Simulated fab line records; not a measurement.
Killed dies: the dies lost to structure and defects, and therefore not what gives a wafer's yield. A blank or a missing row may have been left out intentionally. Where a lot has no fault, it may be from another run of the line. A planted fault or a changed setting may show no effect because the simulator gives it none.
Chamber matching || flow gf180mcu || cmp-02 running GF_V4_CMP_04: 4 sister chambers
The step polishes SiO2. 7 wafers are shown with their chamber, then 7 later ones without.

## EACH WAFER AND ITS CHAMBER
{"wafer": "L704.4", "chamber": 2, "motor_current_A (A)": 9.8, "time_to_endpoint_s (s)": 70}
{"wafer": "L704.5", "chamber": 0, "motor_current_A (A)": 14.7, "time_to_endpoint_s (s)": 78}
{"wafer": "L711.4", "chamber": 3, "motor_current_A (A)": 9.8, "time_to_endpoint_s (s)": 83}
{"wafer": "L711.5", "chamber": 1, "motor_current_A (A)": 11.6, "time_to_endpoint_s (s)": 86}
{"wafer": "L711.6", "chamber": 0, "motor_current_A (A)": 14.6, "time_to_endpoint_s (s)": 88}
{"wafer": "L714.4", "chamber": 1, "motor_current_A (A)": 11.3, "time_to_endpoint_s (s)": 73}
{"wafer": "L714.5", "chamber": 3, "motor_current_A (A)": 10.2, "time_to_endpoint_s (s)": 73}

## WAFERS WHOSE CHAMBER IS MISSING
{"wafer": "L714.6", "motor_current_A (A)": 10.2, "time_to_endpoint_s (s)": 77}
{"wafer": "L719.3", "motor_current_A (A)": 14.1, "time_to_endpoint_s (s)": 70}
{"wafer": "L719.4", "motor_current_A (A)": 10.8, "time_to_endpoint_s (s)": 75}
{"wafer": "L719.6", "motor_current_A (A)": 10.2, "time_to_endpoint_s (s)": 76}
{"wafer": "L724.3", "motor_current_A (A)": 15.1, "time_to_endpoint_s (s)": 84}
{"wafer": "L724.4", "motor_current_A (A)": 11.2, "time_to_endpoint_s (s)": 74}
{"wafer": "L724.6", "motor_current_A (A)": 11.1, "time_to_endpoint_s (s)": 77}

## THE CHAMBER EACH PASSED THROUGH
{"wafer": "L714.6", "from the rows above": "can't be placed: 3 or 2", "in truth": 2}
{"wafer": "L719.3", "from the rows above": 0, "in truth": 0}
{"wafer": "L719.4", "from the rows above": "can't be placed: 1 or 3 or 2", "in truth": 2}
{"wafer": "L719.6", "from the rows above": "can't be placed: 3 or 2", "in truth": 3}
{"wafer": "L724.3", "from the rows above": 0, "in truth": 0}
{"wafer": "L724.4", "from the rows above": 1, "in truth": 1}
{"wafer": "L724.6", "from the rows above": 1, "in truth": 1}
4 of 7 placed correctly. Cannot be placed on the basis of these rows: 3; the candidates contain the true chamber in 3. Wrongly placed: 0.
How it was worked out, from the rows above alone: a wafer's distance from a chamber is the root of the sum, over the readings, of the square of ((its reading less the chamber's mean) divided by the reading's scatter). If the next closest chamber is less than 2 further off than the closest, the wafer can't be placed; otherwise it belongs to the closest. Each chamber's mean is taken over the wafers shown for it. The scatter: take each reading less its chamber's mean, square it, sum over the shown wafers, divide by the number of wafers less the number of chambers, and take the root.
